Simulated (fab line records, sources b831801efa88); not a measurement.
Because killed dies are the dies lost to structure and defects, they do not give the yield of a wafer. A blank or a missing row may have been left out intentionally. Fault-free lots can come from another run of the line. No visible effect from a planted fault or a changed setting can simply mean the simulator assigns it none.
2 desks, one fault | flow gf180mcu | what lay behind the numbers comes last; until then each desk has only its own

AT THE METROLOGY DESK
What the gauges read, lot by lot, whatever tool the lot ran on: means of the sampled wafers that have a number. Marked OUT: a lot whose mean sits more than 4 standard deviations from the usual mean, which makes it out of limits; the brackets give that distance.
Columns: A = cd nm at GF_V5_CD_MEAS_14, usual 260.2 nm
lot  | first seen here | A
L706 | day 27 05:55    | 257.6
L707 | day 27 18:31    | 260.7
L708 | day 27 21:10    | 258.1
L709 | day 28 06:09    | 260.3
L717 | day 30 15:27    | 258.3
L718 | day 30 22:51    | 260.3
L719 | day 31 03:04    | 260.6
L721 | day 31 20:41    | 259.2
L723 | day 32 10:27    | 261.2
L725 | day 32 15:14    | 260.4
L726 | day 32 18:51    | 261.6
L727 | day 33 03:42    | 260.1
L729 | day 33 14:13    | 263.1
Finding of this desk: none of the 13 lots has anything out of limits.

AT THE TOOL OWNER'S DESK: plasma asher-02
The tool's own readings at GF_CONTACT_STRIP_18 (strips in O2/N2): means of the sampled wafers that have a number, for each lot that ran on this tool. Marked OUT: a lot whose mean sits more than 4 standard deviations from the usual mean, which makes it out of limits; the brackets give that distance.
Columns: A = drypump motor current A at GF_CONTACT_STRIP_18, usual 5.5 A; B = heater power w at GF_CONTACT_STRIP_18, usual 294 W; C = oes product au at GF_CONTACT_STRIP_18, usual 0.579 a.u.
lot  | first seen here | A   | B   | C
L709 | day 17 06:59    | 5.4 | 302 | 0.580
L717 | day 20 07:10    | 6.0 | 279 | 0.576
L718 | day 20 17:16    | 5.4 | 293 | 0.582
Finding of this desk: none of the 3 lots has anything out of limits.

ALL TOGETHER
Nothing out of limits was seen by the metrology desk.
The desk of the tool owner found nothing out of limits.

WHAT WAS PUT IN BY THE SIMULATOR
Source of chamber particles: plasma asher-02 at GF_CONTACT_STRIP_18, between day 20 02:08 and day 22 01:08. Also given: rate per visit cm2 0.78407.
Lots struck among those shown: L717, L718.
